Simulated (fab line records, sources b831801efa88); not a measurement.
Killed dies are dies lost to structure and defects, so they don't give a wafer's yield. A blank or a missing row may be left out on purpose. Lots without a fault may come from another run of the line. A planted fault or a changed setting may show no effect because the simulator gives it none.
Which tool did it? | flow gf180mcu | 13 lots, 36 wafers sampled, at 4 steps of a route of 602

WHAT THE GAUGES READ, wafer by wafer
GF_VT_IMPLANT_OVL_MEAS_18.
lot  | measured     | on         | VT_IMPLANT_01_OVL (nm)
L283 | day 6 05:25  | overlay-01 | -2.8 -3.7
L287 | day 7 10:41  | overlay-02 | -0.4 -1.2 -1.2
L289 | day 7 21:26  | overlay-01 | -1.9 -3.0 -3.6
L292 | day 8 16:34  | overlay-01 | -0.7 -0.9 -1.2
L293 | day 8 21:43  | overlay-02 | 0.4 -1.6 0.0
L295 | day 9 11:41  | overlay-02 | -2.4 0.2 1.6
L296 | day 9 15:44  | overlay-01 | -2.2 -2.3 -2.4
L299 | day 10 11:01 | overlay-01 | - - -
L302 | day 11 06:28 | overlay-02 | -0.1 -2.1 -1.4
L303 | day 11 12:38 | overlay-02 | -0.2 0.9
L304 | day 11 17:41 | overlay-02 | -0.3 0.0 -0.7
L305 | day 12 00:08 | overlay-02 | 0.5 -1.5
L306 | day 12 07:50 | overlay-02 | -2.1 -3.0 -3.4

GF_VT_IMPLANT_TW_MEAS_21.
lot  | measured     | on            | VT_IMPLANT_2_TW
L283 | day 6 05:42  | film_metro-03 | 1203 1197
L287 | day 7 10:58  | film_metro-01 | 1212 1219 1210
L289 | day 7 21:43  | film_metro-04 | 1219 1219 1211
L292 | day 8 16:51  | film_metro-03 | 1194 1192 1196
L293 | day 8 22:01  | film_metro-04 | 1220 1208 1209
L295 | day 9 11:58  | film_metro-03 | 1206 1201 1193
L296 | day 9 16:01  | film_metro-03 | 1198 1205 1197
L299 | day 10 11:19 | film_metro-01 | 30 30 30
L302 | day 11 06:45 | film_metro-01 | 1211 1209 1210
L303 | day 11 12:55 | film_metro-01 | 1210 1205
L304 | day 11 17:59 | film_metro-03 | 1213 1203 1211
L305 | day 12 00:26 | film_metro-01 | 1208 1208
L306 | day 12 08:08 | film_metro-01 | 1208 1204 1206

GF_DUAL_GATE_OVL_MEAS_11.
lot  | measured     | on         | DUAL_GATE_OVL (nm)
L283 | day 8 10:16  | overlay-02 | -0.3 -1.0
L287 | day 9 14:04  | overlay-01 | -0.9 -1.0 -0.3
L289 | day 10 02:04 | overlay-02 | -0.1 0.2 -1.6
L292 | day 10 22:58 | overlay-01 | -1.1 -1.4 -0.9
L293 | day 11 06:01 | overlay-02 | 0.6 -0.5 1.2
L295 | day 11 19:32 | overlay-02 | -1.8 0.2 -3.2
L296 | day 12 01:43 | overlay-01 | -2.0 -4.1 -1.0
L302 | day 13 19:40 | overlay-02 | -0.9 0.3 -1.0
L303 | day 14 03:05 | overlay-02 | -0.4 -1.8
L304 | day 14 07:37 | overlay-01 | -1.1 -2.5 -2.1
L305 | day 14 16:13 | overlay-02 | 0.0 -1.6
L306 | day 14 23:10 | overlay-02 | -0.3 -0.3 -0.2

WHICH TOOL RAN EACH LOT (tool, then ch and the chambers of the sampled wafers, then the start)
lot  | GF_VT_IMPLANT_EXPOSE_15
L283 | iline_stepper-01 ch 0, day 5 22:53
L287 | iline_stepper-01 ch 0, day 7 02:32
L289 | iline_stepper-01 ch 0, day 7 14:22
L292 | iline_stepper-01 ch 0, day 8 07:53
L293 | iline_stepper-01 ch 0, day 8 13:29
L295 | iline_stepper-01 ch 0, day 9 02:44
L296 | iline_stepper-02 ch 0, day 9 06:49
L299 | iline_stepper-02 ch 0, day 10 01:41
L302 | iline_stepper-01 ch 0, day 10 21:14
L303 | iline_stepper-02 ch 0, day 11 03:27
L304 | iline_stepper-02 ch 0, day 11 09:27
L305 | iline_stepper-02 ch 0, day 11 15:16
L306 | iline_stepper-01 ch 0, day 11 22:44
- GF_VT_IMPLANT_EXPOSE_15: exposes mask Nwell LV AREA, target cd 860 nm.

WHAT THE TOOLS THEMSELVES READ (means of the sampled wafers that have a number; where no wafer has one, the mark that the record gives instead)
GF_VT_IMPLANT_EXPOSE_15.
lot  | tool             | reticle_temp_C (C)
L283 | iline_stepper-01 | 23.12
L287 | iline_stepper-01 | 22.96
L289 | iline_stepper-01 | 23.05
L292 | iline_stepper-01 | 23.01
L293 | iline_stepper-01 | 23.11
L295 | iline_stepper-01 | 22.90
L296 | iline_stepper-02 | 23.04
L299 | iline_stepper-02 | 22.93
L302 | iline_stepper-01 | 23.13
L303 | iline_stepper-02 | 22.77
L304 | iline_stepper-02 | 22.96
L305 | iline_stepper-02 | 23.04
L306 | iline_stepper-01 | 23.00

THE ANSWER, worked out from the rows above alone
Rule: what is usual is taken from the lots themselves. Put in order of their means at a reading, lots are off if they are a third of the lots or fewer, leave a main group of 4 or more, and stand apart from it by a gap of 3 or more times the standard deviation of the main group's means; of several such gaps the widest counts. A main group whose means are all the same, to the digits that the tables above print for the reading, isn't used. A lot without any number at a reading at which 4 lots or more have one is off too. The other lots that the step has rows for count as sound. The gauges are gone through in route order, then the tools' own readings, and for those a lot's mean is taken as printed above. The first step at which some lot is off is used, and at that step the reading that is off furthest; a lot without a number counts as furthest.
Off: L299, at GF_VT_IMPLANT_OVL_MEAS_18 (VT_IMPLANT_01_OVL). Without a number there: L299. The main group: mean -1.3 nm, standard deviation 1.2.
A tool fits if, at a process step before that reading, it ran every lot that is off, and no sound lot after the first of them. The gauges at GF_VT_IMPLANT_OVL_MEAS_18 aren't tried: what is off there is off at GF_VT_IMPLANT_TW_MEAS_21 too, on other tools, and a gauge's error can't cause that. None of those tried fits.

WHAT THE SIMULATOR HAD PUT IN
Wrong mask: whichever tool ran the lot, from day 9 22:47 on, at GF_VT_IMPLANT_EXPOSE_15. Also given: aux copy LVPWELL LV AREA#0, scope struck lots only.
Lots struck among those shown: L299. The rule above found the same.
